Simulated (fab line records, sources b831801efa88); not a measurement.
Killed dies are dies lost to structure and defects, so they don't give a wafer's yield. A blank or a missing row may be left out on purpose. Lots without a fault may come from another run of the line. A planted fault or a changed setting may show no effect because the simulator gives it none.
fab line records | flow sfq_line
record lots=14 wafers=42 last_day=92
route steps=325 shown JJ@185 M5@207 R5@214
lots that met no fault: from a run of the same line without faults
start_h: hours from the record's first day to the start of the lot's first wafer shown | wait_h: hours since the lot's step before | " the same as in the row above | L1.1+2: a row that stands for several wafers | - no value, or no start given | * or withheld: withheld | < > ~ a bound
route shown NAME@n: a module of which the file shows steps, and the number in the route of the first | usual: mean/standard deviation of fault-free wafers | same: alike in all rows | chamber/n: place in a boat | sites: the reading at each site | _std_site: their standard deviation | _edge_site: outer sites' mean less inner sites' | radius_mm: how far each site lies from the wafer's centre | mask NAME#n: copy n | behind: the tool/chamber that last shaped the wafer | hold: why the lot was held/for how many hours/how that ended | device: the transistor (n, p or np) that didn't switch | end of line: the same wafers' tests at the end of the route | a step without rows: its recipe alone | killed: dies lost to structure and defects at the first sort, not the wafer's yield | map: a wafer's dies, x killed, . not, _ none there
set.NAME: the setting as run; set.NAME@STEP: as run at that earlier step | model.NAME: the simulator's own value behind a step, which no gauge read
steps of the route over a sample of lots; a table a step, a row a wafer
services: from which hour (start_h, from the record's first day; less than 0 if before it) a tool's chamber was out of use, for how many hours, and why
## steps
# step SFQ_TRILAYER_JJ_CE_LITHO_COAT_119
# recipe resist=BARC spin_rpm=3000 resist_thk_nm=62
# usual dispense_pressure_kPa=51/3.8 exhaust_pa=44.5/0.82
# columns lot.wafer tool chamber start_h wait_h dispense_pressure_kPa exhaust_pa
L448.2 litho_track-02 0 1193.12 0.1 52 43.4
L448.5 " 0 " " 52 43.8
L448.6 " 0 " " 52 43.7
L449.2 litho_track-04 0 1195.47 0.1 58 44.8
L449.5 " 0 " " 58 43.6
L449.6 " 0 " " 58 43.1
L451.3 litho_track-01 0 1199.12 0.1 47 45.5
L451.4 " 0 " " 47 44.9
L451.6 " 0 " " 47 44.9
L452.4 litho_track-02 0 1202.77 0.2 52 44.8
L452.5 " 0 " " 52 43.8
L452.6 " 0 " " 52 43.3
L453.4 litho_track-04 0 1214.77 0.2 58 43.7
L453.5 " 0 " " 58 43.5
L453.6 " 0 " " 58 44.3
L454.1 litho_track-02 0 1223.02 0.1 52 45.6
L454.2 " 0 " " 52 45.1
L454.4 " 0 " " 52 45.0
L455.2 litho_track-02 0 1227.87 0.1 52 44.9
L455.3 " 0 " " 52 44.9
L455.6 " 0 " " 52 46.1
L456.2 litho_track-02 0 1230.27 0.1 52 43.3
L456.5 " 0 " " 52 44.2
L456.6 " 0 " " 52 44.0
L459.1 litho_track-01 0 1251.82 0.1 47 44.8
L459.3 " 0 " " 47 44.6
L459.4 " 0 " " 47 44.9
L460.1 litho_track-02 0 1259.03 0.1 52 44.8
L460.3 " 0 " " 52 44.0
L460.6 " 0 " " 52 44.8
L463.1 litho_track-02 0 1293.54 0.1 52 45.6
L463.2 " 0 " " 52 44.2
L463.5 " 0 " " 52 46.7
L468.1 litho_track-02 0 1469.09 0.1 52 45.0
L468.3 " 0 " " 52 44.0
L468.5 " 0 " " 52 44.5
L470.3 litho_track-01 0 1493.78 0.1 47 45.3
L470.4 " 0 " " 47 43.6
L470.5 " 0 " " 47 44.5
L471.2 litho_track-01 0 1496.72 0.1 47 43.7
L471.3 " 0 " " 47 43.7
L471.5 " 0 " " 47 43.2
# step SFQ_TRILAYER_JJ_CE_BARC_OPEN_RIE_150
# recipe mask_material=PR chemistry=O2 target_depth_nm=240 target=BARC icp_w=600 bias_w=80 pressure_mtorr=10 time_s=80
# usual drypump_motor_current_A=5.8/0.35 oes_product_au=0.537/0.0048
# columns lot.wafer tool chamber start_h wait_h drypump_motor_current_A oes_product_au rf_hours_counter_h
L448.2 rie_metal-04 1 1318.87 0.8 6.2 0.541 130
L448.5 " 1 " " 6.1 0.540 -
L448.6 " 0 " " 5.8 0.533 -
L449.2 rie_metal-04 0 1320.07 0.8 5.8 0.542 18
L449.5 " 0 " " 5.8 0.535 -
L449.6 " 1 " " 6.1 0.532 -
L451.3 rie_metal-01 0 1322.51 0.6 5.5 0.533 -
L451.4 " 1 " " 5.4 0.541 -
L451.6 " 0 " " 5.5 0.545 -
L452.4 rie_metal-01 0 1323.71 0.4 5.5 0.539 -
L452.5 " 1 " " 5.4 0.546 -
L452.6 " 0 " " 5.5 0.539 -
L453.4 rie_metal-02 0 1324.91 0.4 5.5 0.545 -
L453.5 " 1 " " 6.3 0.546 -
L453.6 " 0 " " 5.5 0.542 -
L454.1 rie_metal-02 1 1326.07 1.0 6.3 0.534 17
L454.2 " 0 " " 5.5 0.531 103
L454.4 " 1 " " 6.3 0.536 -
L455.2 rie_metal-04 1 1327.27 0.8 6.1 0.543 132
L455.3 " 0 " " 5.8 0.537 -
L455.6 " 0 " " 5.8 0.539 -
L456.2 rie_metal-01 1 1328.47 0.8 5.4 0.531 29
L456.5 " 1 " " 5.4 0.533 -
L456.6 " 0 " " 5.5 0.542 -
L459.1 rie_metal-02 1 1332.07 1.0 6.3 0.536 18
L459.3 " 1 " " 6.3 0.534 -
L459.4 " 0 " " 5.5 0.535 -
L460.1 rie_metal-02 0 1333.27 1.0 5.5 0.570 104
L460.3 " 0 " " 5.5 0.539 -
L460.6 " 0 " " 5.5 0.564 -
L463.1 rie_metal-01 0 1336.87 1.0 5.5 0.569 53
L463.2 " 1 " " 5.4 0.545 31
L463.5 " 0 " " 5.5 0.538 -
L468.1 rie_metal-04 1 1472.77 1.0 6.2 0.539 10
L468.3 " 1 " " 6.2 0.547 -
L468.5 " 1 " " 6.2 0.549 -
L470.3 rie_metal-01 0 1497.66 0.6 5.5 0.548 -
L470.4 " 1 " " 5.4 0.536 -
L470.5 " 0 " " 5.5 0.543 -
L471.2 rie_metal-02 1 1503.66 0.8 6.3 0.531 -
L471.3 " 1 " " 6.3 0.530 -
L471.5 " 1 " " 6.3 0.531 -
# step SFQ_TRILAYER_M5_STRIP_STRIP_127
# recipe gas=O2 power_w=200 platen_temp_c=40 overash_fraction=0.65 chemistry=O2 pressure_mtorr=50
# usual drypump_motor_current_A=5.8/0.34 oes_product_au=1.004/0.0089
# columns lot.wafer tool chamber start_h wait_h drypump_motor_current_A oes_product_au rf_hours_counter_h
L448.2 rie_metal-02 1 1429.14 0.1 6.3 1.011 30
L448.5 " 1 " " 6.3 1.015 -
L448.6 " 0 " " 5.5 1.006 -
L449.2 rie_metal-03 0 1431.54 0.1 5.9 1.006 45
L449.5 " 0 " " 5.9 1.005 -
L449.6 " 1 " " 5.8 0.989 -
L451.3 rie_metal-01 0 1436.54 0.3 5.5 1.004 -
L451.4 " 1 " " 5.4 0.998 -
L451.6 " 1 " " 5.4 1.001 -
L452.4 rie_metal-02 1 1438.94 0.3 6.3 1.013 -
L452.5 " 1 " " 6.3 1.020 -
L452.6 " 0 " " 5.5 0.996 -
L453.4 rie_metal-03 1 1442.54 0.3 5.7 0.999 -
L453.5 " 0 " " 5.9 1.004 -
L453.6 " 1 " " 5.8 1.002 -
L454.1 rie_metal-02 0 1444.74 0.1 5.5 1.011 118
L454.2 " 1 " " 6.3 1.013 33
L454.4 " 1 " " 6.3 1.009 -
L455.2 rie_metal-01 0 1447.82 0.1 5.5 1.005 67
L455.3 " 1 " " 5.5 1.005 -
L455.6 " 1 " " 5.4 1.008 -
L456.2 rie_metal-01 1 1451.42 0.1 5.4 1.010 46
L456.5 " 0 " " 5.5 1.006 -
L456.6 " 1 " " 5.4 1.005 -
L459.1 rie_metal-03 1 1459.82 0.1 5.8 1.000 14
L459.3 " 1 " " 5.8 1.010 -
L459.4 " 0 " " 5.9 1.024 -
L460.1 rie_metal-01 1 1462.22 0.1 5.4 1.016 47
L460.3 " 1 " " 5.4 1.000 -
L460.6 " 1 " " 5.4 1.011 -
L463.1 rie_metal-03 0 1470.62 0.1 5.9 1.004 51
L463.2 " 1 " " 5.8 1.005 15
L463.5 " 1 " " 5.7 0.997 -
L468.1 rie_metal-02 0 1591.61 0.1 5.5 0.984 10
L468.3 " 1 " " 6.3 1.004 -
L468.5 " 1 " " 6.3 1.003 -
L470.3 rie_metal-03 1 1611.13 0.3 5.8 1.002 -
L470.4 " 0 " " 5.9 1.009 -
L470.5 " 0 " " 5.9 1.002 -
L471.2 rie_metal-01 0 1618.26 0.1 5.5 1.005 86
L471.3 " 0 " " 5.5 1.007 -
L471.5 " 1 " " 5.4 0.999 -
# step SFQ_TRILAYER_R5_DEP_SPUTTER_134
# recipe material=Ti base_pressure_pa=1.33e-06 target_thk_nm=5 power_w=2000 time_s=5 chamber_pressure_pa=0.4
# usual base_pressure_pa=1.33e-06/7.9e-08 cathode_dc_power_W=2000.0/0.36 throttle_valve_pct=30.2/1.1
# columns lot.wafer tool chamber start_h wait_h base_pressure_pa cathode_dc_power_W throttle_valve_pct
L448.2 pvd_sputter-06 - 1434.28 0.0 1.33e-06 2000.0 30.7
L448.5 " - " " 1.36e-06 1999.6 28.7
L448.6 " - " " 1.38e-06 2000.6 29.2
L449.2 pvd_sputter-04 - 1436.68 0.0 1.38e-06 2000.1 31.4
L449.5 " - " " 1.34e-06 1999.9 30.9
L449.6 " - " " 1.41e-06 1999.7 31.1
L451.3 pvd_sputter-04 - 1442.68 0.0 1.35e-06 1999.8 30.9
L451.4 " - " " 1.35e-06 2000.3 31.0
L451.6 " - " " 1.36e-06 1999.6 29.1
L452.4 pvd_sputter-05 - 1443.88 0.0 1.35e-06 2000.5 28.2
L452.5 " - " " 1.38e-06 2000.6 30.3
L452.6 " - " " 1.45e-06 2000.5 31.0
L453.4 pvd_sputter-04 - 1449.89 0.0 1.36e-06 2000.2 29.2
L453.5 " - " " 1.21e-06 2000.1 31.1
L453.6 " - " " 1.37e-06 2000.6 30.8
L454.1 pvd_sputter-05 - 1452.88 0.0 1.19e-06 2000.5 28.3
L454.2 " - " " 1.37e-06 2000.2 31.2
L454.4 " - " " 1.28e-06 2000.0 30.2
L455.2 pvd_sputter-04 - 1456.20 0.0 1.34e-06 1999.8 30.9
L455.3 " - " " 1.35e-06 2000.6 29.2
L455.6 " - " " 1.24e-06 2000.1 29.3
L456.2 pvd_sputter-05 - 1459.20 0.0 1.33e-06 2000.3 30.8
L456.5 " - " " 1.34e-06 1999.8 31.3
L456.6 " - " " 1.59e-06 2000.2 28.4
L459.1 pvd_sputter-04 - 1467.88 0.0 1.36e-06 2000.1 29.1
L459.3 " - " " 1.24e-06 2000.3 31.4
L459.4 " - " " 1.36e-06 1999.9 30.7
L460.1 pvd_sputter-06 - 1470.88 0.0 1.37e-06 2000.3 30.2
L460.3 " - " " 1.4e-06 2000.2 28.8
L460.6 " - " " 1.2e-06 1999.9 30.3
L463.1 pvd_sputter-06 - 1481.25 0.0 1.25e-06 2000.5 29.2
L463.2 " - " " 1.32e-06 2000.0 31.3
L463.5 " - " " 1.43e-06 1999.7 30.3
L468.1 pvd_sputter-05 - 1596.75 0.0 1.31e-06 2000.5 31.2
L468.3 " - " " 1.32e-06 1999.3 28.3
L468.5 " - " " 1.31e-06 2000.0 30.9
L470.3 pvd_sputter-06 - 1616.07 0.0 1.26e-06 1999.9 28.8
L470.4 " - " " 1.36e-06 2000.1 28.9
L470.5 " - " " 1.33e-06 2000.3 31.4
L471.2 pvd_sputter-06 - 1623.40 0.0 1.3e-06 1999.7 29.0
L471.3 " - " " 1.26e-06 1999.7 31.3
L471.5 " - " " 1.36e-06 2000.1 31.2
# step SFQ_TRILAYER_R5_ETCH_METAL_ETCH_139
# recipe stop_on=SiO2 mask_material=PR chemistry=Cl2 target_depth_nm=60 icp_w=600 bias_w=80 pressure_mtorr=10 time_s=40
# usual drypump_motor_current_A=5.89/0.27 oes_product_au=0.990/0.0058
# columns lot.wafer tool chamber start_h wait_h drypump_motor_current_A oes_product_au rf_hours_counter_h
L448.2 rie_metal-04 1 1436.95 0.0 6.16 0.993 5
L448.5 " 0 " " 5.79 0.997 -
L448.6 " 1 " " 6.18 0.994 -
L449.2 rie_metal-03 1 1439.87 0.0 5.70 0.985 11
L449.5 " 1 " " 5.73 0.996 -
L449.6 " 0 " " 5.96 0.997 -
L451.3 rie_metal-03 0 1445.24 0.0 5.88 0.982 -
L451.4 " 1 " " 5.75 0.982 -
L451.6 " 1 " " 5.75 0.983 -
L452.4 rie_metal-02 1 1446.44 0.0 6.28 0.995 -
L452.5 " 1 " " 6.31 0.995 -
L452.6 " 0 " " 5.48 0.997 -
L453.4 rie_metal-04 1 1571.03 0.0 6.18 0.994 -
L453.5 " 1 " " 6.18 0.992 -
L453.6 " 0 " " 5.77 0.985 -
L454.1 rie_metal-03 0 1573.41 0.0 5.89 0.992 65
L454.2 " 1 " " 5.73 0.985 29
L454.4 " 1 " " 5.73 0.984 -
L455.2 rie_metal-02 0 1575.81 0.0 5.47 0.985 8
L455.3 " 0 " " 5.48 0.985 -
L455.6 " 1 " " 6.29 0.991 -
L456.2 rie_metal-04 1 1580.61 0.0 6.17 0.990 24
L456.5 " 0 " " 5.79 0.985 -
L456.6 " 1 " " 6.20 0.995 -
L459.1 rie_metal-04 1 1585.41 0.0 6.17 0.998 25
L459.3 " 1 " " 6.13 0.991 -
L459.4 " 0 " " 5.77 0.980 -
L460.1 rie_metal-02 0 1587.81 0.0 5.48 0.982 9
L460.3 " 0 " " 5.46 0.981 -
L460.6 " 0 " " 5.49 0.992 -
L463.1 rie_metal-02 1 1595.01 0.0 6.32 0.984 54
L463.2 " 0 " " 5.48 0.984 10
L463.5 " 1 " " 6.30 0.988 -
L468.1 rie_metal-03 0 1715.13 0.0 5.87 0.986 79
L468.3 " 1 " " 5.77 0.994 -
L468.5 " 1 " " 5.72 0.993 -
L470.3 rie_metal-03 0 1730.75 0.0 5.87 0.993 -
L470.4 " 1 " " 5.79 0.990 -
L470.5 " 1 " " 5.77 0.996 -
L471.2 rie_metal-04 0 1736.73 0.0 5.75 0.977 73
L471.3 " 0 " " 5.79 0.978 -
L471.5 " 1 " " 6.15 0.988 -
## services
# columns tool chamber start_h hours kind
rie_metal-04 - 1183.46 2.8 pm
pvd_sputter-06 - 1199.22 2.0 repair
pvd_sputter-06 - 1204.93 1.4 repair
rie_metal-02 1 1216.63 4.5 repair
rie_metal-04 - 1271.19 2.3 repair
rie_metal-02 0 1274.11 13.3 repair
rie_metal-04 - 1306.57 0.8 repair
rie_metal-03 - 1332.52 0.1 repair
pvd_sputter-04 - 1335.63 0.8 repair
rie_metal-01 - 1368.10 0.5 repair
rie_metal-04 1 1376.83 8.4 repair
pvd_sputter-04 - 1405.97 4.9 repair
rie_metal-04 - 1447.71 1.4 pm
pvd_sputter-06 - 1515.53 3.4 repair
pvd_sputter-06 - 1551.69 1.8 repair
pvd_sputter-06 - 1554.56 5.6 repair
rie_metal-01 - 1601.27 2.8 pm
rie_metal-04 0 1605.45 19.5 repair
rie_metal-04 - 1625.63 0.6 repair
rie_metal-03 - 1633.16 1.1 repair
rie_metal-03 - 1668.01 2.4 repair
rie_metal-03 - 1672.82 28.1 pm
rie_metal-04 - 1676.10 3.3 repair
rie_metal-03 - 1716.63 1.1 repair
## key
first_sign step=SFQ_TRILAYER_JJ_CE_BARC_OPEN_RIE_150 reading=oes_product_au direction=up sigmas=6.3 usual=0.537 struck=0.568
effect none on later readings
met_at SFQ_TRILAYER_JJ_CE_LITHO_COAT_119
struck_lots L460,L463
struck_wafers L460.1,L460.6,L463.1
not_acting_at SFQ_TRILAYER_M5_STRIP_STRIP_127,SFQ_TRILAYER_R5_DEP_SPUTTER_134,SFQ_TRILAYER_R5_ETCH_METAL_ETCH_139
onset_between 1230.27 1259.03
fault kind=process_parameter_drift tool=litho_track-02 chamber=- onset_h=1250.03 steps=SFQ_TRILAYER_JJ_CE_LITHO_COAT_119 channel=resist_thk_nm offset=12.823 shape=step end_h=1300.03 scope=struck_wafers_only acts_in=these_recipes_only stated=62
